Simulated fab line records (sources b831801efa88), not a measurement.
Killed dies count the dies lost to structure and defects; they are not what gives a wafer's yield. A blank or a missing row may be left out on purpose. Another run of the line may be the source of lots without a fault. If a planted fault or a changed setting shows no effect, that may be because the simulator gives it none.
What tool caused it? | flow gf180mcu | 13 lots, 39 wafers sampled, at 3 steps of a route of 602

== WHAT EACH GAUGE READ, for each wafer ==
GF_V4_THK_MEAS_01. Usual: V4_CVD_00_THK gives 600 nm (standard deviation 5.6).
lot  | measured     | on           | V4_CVD_00_THK (nm) | flag
L203 | day 23 11:01 | filmMetro-02 | 597 604 593        | 
L204 | day 23 19:28 | filmMetro-02 | 595 602 596        | 
L205 | day 24 05:56 | filmMetro-02 | 602 598 595        | 
L208 | day 25 10:02 | filmMetro-02 | 596 598 610        | 
L210 | day 26 08:47 | filmMetro-02 | 615 605 608        | 
L211 | day 26 11:52 | filmMetro-03 | 602 609 611        | 
L212 | day 26 17:35 | filmMetro-02 | 606 600 603        | 
L214 | day 27 11:19 | filmMetro-02 | 599 596 596        | 
L216 | day 27 21:29 | filmMetro-03 | 607 600 596        | 
L217 | day 28 07:52 | filmMetro-03 | 600 599 600        | 
L221 | day 29 09:54 | filmMetro-03 | 605 596 598        | 
L223 | day 29 23:17 | filmMetro-03 | 602 608 607        | 
L225 | day 30 09:55 | filmMetro-02 | 603 611 609        | 

== EACH LOT AND THE TOOL THAT RAN IT (in order: tool; ch and the chambers of the sampled wafers; start) ==
lot  | GF_CONTACT_CMP_04             | GF_M4_STRIP_17
L203 | cmp-01 ch 0,1,2, day 15 05:17 | plasmaAsher-04 ch 0,1, day 23 10:25
L204 | cmp-01 ch 0,1,2, day 15 11:38 | plasmaAsher-03 ch 0,1, day 23 18:49
L205 | cmp-02 ch 0,1,3, day 15 23:19 | plasmaAsher-03 ch 0,1, day 24 05:19
L208 | cmp-02 ch 1,2,3, day 17 03:55 | plasmaAsher-02 ch 0,1, day 25 09:25
L210 | cmp-01 ch 0,1,3, day 18 02:46 | plasmaAsher-03 ch 0,1, day 26 08:11
L211 | cmp-01 ch 1,2,3, day 18 07:42 | plasmaAsher-04 ch 0,1, day 26 11:16
L212 | cmp-02 ch 0,1, day 18 13:44   | plasmaAsher-03 ch 0, day 26 16:59
L214 | cmp-02 ch 0,1,3, day 19 10:09 | plasmaAsher-03 ch 0,1, day 27 10:40
L216 | cmp-01 ch 1,2, day 19 23:46   | plasmaAsher-04 ch 0,1, day 27 20:51
L217 | cmp-02 ch 2,3, day 20 10:31   | plasmaAsher-04 ch 0,1, day 28 06:55
L221 | cmp-02 ch 1,2, day 21 16:48   | plasmaAsher-03 ch 0,1, day 29 09:14
L223 | cmp-01 ch 1,2,3, day 22 09:41 | plasmaAsher-02 ch 0,1, day 29 22:40
L225 | cmp-01 ch 0,2, day 23 01:46   | plasmaAsher-04 ch 0,1, day 30 09:17
- GF_CONTACT_CMP_04: polishes SiO2.
- GF_M4_STRIP_17: strips in O2/N2.

== WHAT THE TOOLS THEMSELVES READ (means of the sampled wafers that have a number; where no wafer has one, the mark that the record gives instead) ==
GF_CONTACT_CMP_04. Usual: motorCurrentA 12.3 A, standard deviation 1.1; slurryFilterDpKPa 13.49 kPa, standard deviation 0.13; timeToEndpointS 111 s, standard deviation 5.9.
lot  | tool   | motorCurrentA (A) | slurryFilterDpKPa (kPa) | timeToEndpointS (s) | flag
L203 | cmp-01 | 12.9              | 13.51                   | 111                 | 
L204 | cmp-01 | 12.5              | 13.36                   | 111                 | 
L205 | cmp-02 | 12.2              | 13.44                   | 119                 | 
L208 | cmp-02 | 13.0              | 13.47                   | 119                 | 
L210 | cmp-01 | 11.9              | 13.38                   | 111                 | 
L211 | cmp-01 | 12.3              | 13.53                   | 110                 | 
L212 | cmp-02 | 11.9              | 13.57                   | 107                 | 
L214 | cmp-02 | 12.0              | 13.59                   | 108                 | 
L216 | cmp-01 | 13.0              | 13.50                   | 104                 | 
L217 | cmp-02 | 12.6              | 13.43                   | 110                 | 
L221 | cmp-02 | 12.4              | 13.55                   | 109                 | 
L223 | cmp-01 | 12.5              | 13.58                   | 110                 | 
L225 | cmp-01 | 13.6              | 13.47                   | 106                 | 

GF_M4_STRIP_17. Usual: drypumpMotorCurrentA 5.62 A, standard deviation 0.27; heaterPowerW 330 W, standard deviation 19; n2FlowSccm 299.9 sccm, standard deviation 0.93; oesProductAu 0.534 a.u., standard deviation 0.0049; stripTimeToEndpointS 7.31 s, standard deviation 0.047.
lot  | tool           | drypumpMotorCurrentA (A) | heaterPowerW (W) | n2FlowSccm (sccm) | oesProductAu (a.u.) | stripTimeToEndpointS (s) | flag
L203 | plasmaAsher-04 | 5.39                     | 355              | 299.8             | 0.535               | 7.34                     | 
L204 | plasmaAsher-03 | 5.63                     | 326              | 300.0             | 0.538               | 7.37                     | 
L205 | plasmaAsher-03 | 5.51                     | 318              | 298.2             | 0.533               | 7.30                     | 
L208 | plasmaAsher-02 | 5.90                     | 330              | 300.1             | 0.535               | 7.33                     | 
L210 | plasmaAsher-03 | 5.48                     | 325              | 299.9             | 0.529               | 7.25                     | 
L211 | plasmaAsher-04 | 5.47                     | 333              | 300.2             | 0.532               | 7.26                     | 
L212 | plasmaAsher-03 | 5.75                     | 332              | 299.1             | 0.532               | 7.29                     | 
L214 | plasmaAsher-03 | 5.66                     | 325              | 299.2             | 0.539               | 7.35                     | 
L216 | plasmaAsher-04 | 5.47                     | 331              | 300.3             | 0.537               | 7.33                     | 
L217 | plasmaAsher-04 | 5.47                     | 331              | 300.1             | 0.533               | 7.32                     | 
L221 | plasmaAsher-03 | 5.63                     | 326              | 300.0             | 0.532               | 7.33                     | 
L223 | plasmaAsher-02 | 5.94                     | 324              | 299.5             | 0.526               | 7.32                     | 
L225 | plasmaAsher-04 | 5.38                     | 352              | 299.6             | 0.542               | 7.31                     | 

== THE ANSWER, worked out from the rows above alone ==
Rule: a lot counts as off when the mean over its wafers that have a number is more than 3 standard deviations away from the usual mean. A lot without any number at a reading at which 4 lots or more have one is off too. The other lots that the step has rows for count as sound. After the gauges, taken in route order, come the tools' own readings; for these a lot's mean is taken, as printed above. At the first step where some lot is off, the reading lying furthest off is the one used; lots without a number count as furthest.
None of the lots is off at any reading shown; this tells nothing.

== WHAT HAD BEEN PUT IN BY THE SIMULATOR ==
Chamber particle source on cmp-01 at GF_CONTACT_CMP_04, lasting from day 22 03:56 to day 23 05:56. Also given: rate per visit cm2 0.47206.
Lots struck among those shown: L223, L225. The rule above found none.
